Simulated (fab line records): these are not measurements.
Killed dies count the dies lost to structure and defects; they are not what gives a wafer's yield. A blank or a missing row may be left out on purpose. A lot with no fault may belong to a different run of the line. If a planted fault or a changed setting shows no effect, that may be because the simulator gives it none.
2 desks, one fault ; flow gf180mcu ; what lay behind the numbers comes last; until then each desk has only its own

FROM THE METROLOGY DESK
Lot by lot, what the gauges showed, no matter which tool ran the lot: averages of those sampled wafers that carry a number. A lot is out of limits, marked OUT, if its mean lies more than 4 standard deviations from the usual mean; the brackets give that distance.
Columns: A = V2_CVD_00_THK at GF_V2_THK_MEAS_01, usual 599 nm; B = M3_ALCU_RS at GF_M3_RS_MEAS_05, usual 0.0693 ohm/sq; C = cd-nm at GF_M3_CD_MEAS_14, usual 279.7 nm
lot;first seen here;A;B;C
L749;day 20 02:03;596;0.0682;280.1
L750;day 20 09:10;600;0.0693;278.1
L751;day 20 20:20;597;0.0698;279.7
L752;day 20 21:07;605;0.0697;281.5
L753;day 21 01:34;590;0.0693;280.0
L754;day 21 18:34;592;0.0696;279.6
L760;day 23 07:04;596;0.0693;283.8
L762;day 24 01:10;602;0.0699;281.7
L764;day 24 16:22;596;0.0690;279.1
L765;day 24 22:10;601;0.0687;280.2
L767;day 25 14:40;602;0.0694;276.9
L768;day 25 17:49;593;0.0692;280.6
L772;day 26 20:17;593;0.0698;278.2
Result from this desk: across the 13 lots, nothing is out of limits.

DESK OF THE TOOL OWNER: litho-track-03
Per lot that ran on this tool, the mean of the sampled wafers carrying a number, from the tool's own readings at GF_M3_SOFTBAKE_10 (time 60 s). A lot is out of limits, marked OUT, if its mean lies more than 4 standard deviations from the usual mean; the brackets give that distance.
Columns: A = heater-power-total-W at GF_M3_SOFTBAKE_10, usual 93.05 W; B = run-length-s at GF_M3_SOFTBAKE_10, usual 89.21 s
lot;first seen here;A;B
L749;day 21 16:29;93.08;88.89
L751;day 22 10:11;93.02;89.00
L752;day 22 10:44;93.02;89.05
L753;day 22 13:50;92.99;89.06
L754;day 23 07:01;93.07;88.95
L760;day 24 17:58;101.77 (+99 or more) OUT;74.80 (-72) OUT
L762;day 25 12:28;101.75 (+99 or more) OUT;74.90 (-72) OUT
Finding of this desk: L760, L762 out of limits; the first was L760 at day 24 17:58, on heater-power-total-W at GF_M3_SOFTBAKE_10. L749, L751, L752, L753, L754 stayed within limits.

ALL TOGETHER
At day 24 17:58, on L760, L762, the tool owner's desk was in a position to raise an alarm.
Metrology desk: nothing out of limits seen.
The metrology desk has L760, L762 on record, within its limits.
Of the lots named, all ran GF_M3_SOFTBAKE_10 on litho-track-03.

WHAT THE SIMULATOR HAD INSERTED
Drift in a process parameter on litho-track-03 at GF_M3_SOFTBAKE_10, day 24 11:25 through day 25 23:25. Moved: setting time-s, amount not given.
Lots struck among those shown: L760, L762.
Each desk's first reading out of limits, in hours after the fault started: the tool owner's desk, 7.
